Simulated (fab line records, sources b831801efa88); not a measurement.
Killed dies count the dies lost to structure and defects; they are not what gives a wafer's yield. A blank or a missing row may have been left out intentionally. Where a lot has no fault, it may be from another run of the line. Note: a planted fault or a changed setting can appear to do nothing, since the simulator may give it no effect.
Matching of chambers + flow sky130 + 3 sister chambers for SKY_VIA4_HDPCVD_00 on hdpcvd-01
The step deposits SiO2, target thk 1750 nm, time 291.7 s. 14 wafers are shown with their chamber, then 7 later ones without.

WAFERS WITH THEIR CHAMBER
| wafer  | chamber | run_length_s (s) |
|--------|---------|------------------|
| L328.1 | 1       | 319.5            |
| L328.4 | 2       | 319.4            |
| L328.6 | 1       | 320.3            |
| L331.1 | 2       | 319.7            |
| L331.5 | 1       | 320.4            |
| L331.6 | 2       | 320.3            |
| L333.3 | 2       | 319.6            |
| L333.4 | 2       | 319.4            |
| L333.5 | 0       | 320.1            |
| L335.2 | 0       | 320.0            |
| L335.5 | 1       | 320.2            |
| L335.6 | 2       | 319.4            |
| L344.3 | 1       | 320.3            |
| L344.5 | 1       | 319.6            |

SIGNATURES (averages over the wafers above)
| reading      | chamber 0 | chamber 1 | chamber 2 | scatter within a chamber |
|--------------|-----------|-----------|-----------|--------------------------|
| run_length_s | 320.050   | 320.050   | 319.633   | 0.356                    |
Rule: a wafer's distance from a chamber is the root of the sum, over the readings, of the square of ((its reading less the chamber's mean) divided by the reading's scatter). The wafer belongs to the nearest chamber; if the next one is less than 2 further off, it can't be placed. The scatter: take each reading less its chamber's mean, square it, sum over the shown wafers, divide by the number of wafers less the number of chambers, and take the root.

WAFERS WITH NO CHAMBER GIVEN
| wafer  | run_length_s (s) |
|--------|------------------|
| L344.6 | 320.4            |
| L348.1 | 319.9            |
| L348.2 | 320.0            |
| L348.5 | 320.0            |
| L349.1 | 319.7            |
| L349.2 | 320.1            |
| L349.5 | 319.6            |

CHAMBER TAKEN BY EACH
| wafer  | from the rows above          | in truth |
|--------|------------------------------|----------|
| L344.6 | can't be placed: 0 or 1 or 2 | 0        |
| L348.1 | can't be placed: 0 or 1 or 2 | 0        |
| L348.2 | can't be placed: 0 or 1 or 2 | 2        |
| L348.5 | can't be placed: 0 or 1 or 2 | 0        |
| L349.1 | can't be placed: 2 or 0 or 1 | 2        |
| L349.2 | can't be placed: 0 or 1 or 2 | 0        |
| L349.5 | can't be placed: 2 or 0 or 1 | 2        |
0 of 7 placed correctly. Not placeable from these rows: 7 (in 7, the candidates include the true chamber). Wrongly placed: 0.
